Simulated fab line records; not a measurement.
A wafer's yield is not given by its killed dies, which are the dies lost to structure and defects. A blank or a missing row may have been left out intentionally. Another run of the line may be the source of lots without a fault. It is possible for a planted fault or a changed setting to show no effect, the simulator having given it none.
The same fault as seen by 2 desks / flow sky130 / every desk sees just its own numbers, and what lay behind them comes last

== METROLOGY DESK ==
What the gauges read, lot by lot, whatever tool the lot ran on: means of the sampled wafers that have a number. Any lot whose mean is over 4 standard deviations away from the usual mean is out of limits and marked OUT; that distance is given in the brackets.
Columns: A = cdNm at SKY_VIA1_CD_MEAS_12, usual 150.5 nm
lot=L446; first seen here=day 33 14:34; A=151.6
lot=L451; first seen here=day 36 10:38; A=152.7
lot=L454; first seen here=day 37 04:37; A=151.6
lot=L456; first seen here=day 37 09:43; A=150.9
lot=L455; first seen here=day 37 10:07; A=148.8
lot=L463; first seen here=day 39 03:32; A=150.0
lot=L464; first seen here=day 39 11:37; A=151.0
lot=L465; first seen here=day 39 17:31; A=151.8
lot=L467; first seen here=day 40 12:37; A=150.7
lot=L468; first seen here=day 40 16:05; A=145.7
lot=L469; first seen here=day 40 22:19; A=150.3
This desk found nothing out of limits on any of the 11 lots.

== FOR THE TOOL OWNER'S DESK: pvdSputter-02 ==
At SKY_METAL2_SPUTTER_01 (material TiN, target thk 20 nm, time 16.7 s) the tool's own readings: per lot run on this tool, the mean of the sampled wafers that have a number. Any lot whose mean is over 4 standard deviations away from the usual mean is out of limits and marked OUT; that distance is given in the brackets.
Columns: A = cathodeDcPowerW at SKY_METAL2_SPUTTER_01, usual 6500.1 W; B = chamberPressurePa at SKY_METAL2_SPUTTER_01, usual 0.4000 Pa; C = throttleValvePct at SKY_METAL2_SPUTTER_01, usual 29.5 %
lot=L451; first seen here=day 36 12:07; A=6500.3; B=0.4001; C=29.9
lot=L468; first seen here=day 40 17:34; A=6499.1; B=0.3996; C=30.4
lot=L469; first seen here=day 40 23:51; A=6500.7; B=0.3995; C=30.7
This desk found nothing out of limits on any of the 3 lots.

== TAKEN TOGETHER ==
At the metrology desk, nothing out of limits was observed.
Nothing out of limits was seen by the tool owner's desk.

== WHAT WAS PUT IN BY THE SIMULATOR ==
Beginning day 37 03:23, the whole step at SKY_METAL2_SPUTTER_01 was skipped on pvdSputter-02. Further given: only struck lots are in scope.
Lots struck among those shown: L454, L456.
